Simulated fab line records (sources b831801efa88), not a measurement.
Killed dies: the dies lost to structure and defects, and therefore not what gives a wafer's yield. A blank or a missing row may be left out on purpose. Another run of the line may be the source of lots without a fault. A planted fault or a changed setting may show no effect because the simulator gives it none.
Which tool is to blame? | flow gf180mcu | 13 lots, 39 wafers sampled, at 2 steps of a route of 602

WHAT THE GAUGES SHOWED, per wafer
GF_CONTACT_BOW_MEAS_05. Usual: for CONTACT_BOW the level is 66 um and the standard deviation is 7.6.
lot  | measured     | on            | CONTACT_BOW (um) | flag
L374 | day 15 04:07 | film-metro-01 | 55 61 58         |
L375 | day 15 14:07 | film-metro-04 | 67 75 65         |
L376 | day 15 22:04 | film-metro-01 | 62 66 71         |
L377 | day 16 06:16 | film-metro-01 | 55 62 61         |
L378 | day 16 16:44 | film-metro-04 | 61 77 71         |
L389 | day 20 12:40 | film-metro-02 | 50 62 53         |
L390 | day 20 21:20 | film-metro-01 | 67 60 67         |
L391 | day 21 03:06 | film-metro-01 | 48 67 63         |
L392 | day 21 14:16 | film-metro-02 | 64 61 56         |
L393 | day 22 02:20 | film-metro-01 | 73 75 72         |
L395 | day 22 16:16 | film-metro-01 | 72 74 76         |
L396 | day 22 22:14 | film-metro-04 | 59 74 60         |
L397 | day 23 06:58 | film-metro-02 | 67 62 69         |

TOOL THAT RAN EACH LOT (tool first, then ch and the chambers of the sampled wafers, then the start)
lot  | GF_SALICIDE_RTA_06
L374 | rtp-anneal-02 ch 0, day 15 03:10
L375 | rtp-anneal-02 ch 0, day 15 13:07
L376 | rtp-anneal-01 ch 0, day 15 21:14
L377 | rtp-anneal-02 ch 0, day 16 05:26
L378 | rtp-anneal-01 ch 0, day 16 15:37
L389 | rtp-anneal-01 ch 0, day 20 11:50
L390 | rtp-anneal-02 ch 0, day 20 20:31
L391 | rtp-anneal-02 ch 0, day 21 02:16
L392 | rtp-anneal-02 ch 0, day 21 13:27
L393 | rtp-anneal-02 ch 0, day 22 01:31
L395 | rtp-anneal-01 ch 0, day 22 15:26
L396 | rtp-anneal-01 ch 0, day 22 21:23
L397 | rtp-anneal-01 ch 0, day 23 06:08
- GF_SALICIDE_RTA_06: time 30 s.

WHAT THE TOOLS THEMSELVES READ (means of the sampled wafers that have a number; where no wafer has one, the mark that the record gives instead)
GF_SALICIDE_RTA_06. Usual: lamp-power-pct 6.5 %, standard deviation 0.53; wafer_temp_C_max 532.1, standard deviation 0.45.
lot  | tool          | lamp-power-pct (%) | wafer_temp_C_max | flag
L374 | rtp-anneal-02 | 5.8                | 532.0            |
L375 | rtp-anneal-02 | 5.8                | 532.2            |
L376 | rtp-anneal-01 | 6.9                | 532.0            |
L377 | rtp-anneal-02 | 5.8                | 532.0            |
L378 | rtp-anneal-01 | 6.9                | 532.0            |
L389 | rtp-anneal-01 | 6.9                | 532.1            |
L390 | rtp-anneal-02 | 5.8                | 531.8            |
L391 | rtp-anneal-02 | 5.8                | 532.3            |
L392 | rtp-anneal-02 | 5.8                | 532.2            |
L393 | rtp-anneal-02 | 5.8                | 531.9            |
L395 | rtp-anneal-01 | 6.9                | 531.8            |
L396 | rtp-anneal-01 | 6.9                | 532.2            |
L397 | rtp-anneal-01 | 6.9                | 532.6            |

THE ANSWER, worked out from the rows above alone
Rule: lot off if the mean of its wafers having a number is beyond 3 standard deviations from the usual mean. A lot without any number at a reading at which 4 lots or more have one is off too. Where the step has rows for the other lots, those lots are counted as sound. First the gauges in route order, then the tools' own readings, where a lot's mean is used as printed above. The first step at which some lot is off is used, and at that step the reading that is off furthest; a lot without a number counts as furthest.
No lot is off on any of the readings shown, so nothing can be concluded from this.

WHAT THE SIMULATOR HAD INSERTED
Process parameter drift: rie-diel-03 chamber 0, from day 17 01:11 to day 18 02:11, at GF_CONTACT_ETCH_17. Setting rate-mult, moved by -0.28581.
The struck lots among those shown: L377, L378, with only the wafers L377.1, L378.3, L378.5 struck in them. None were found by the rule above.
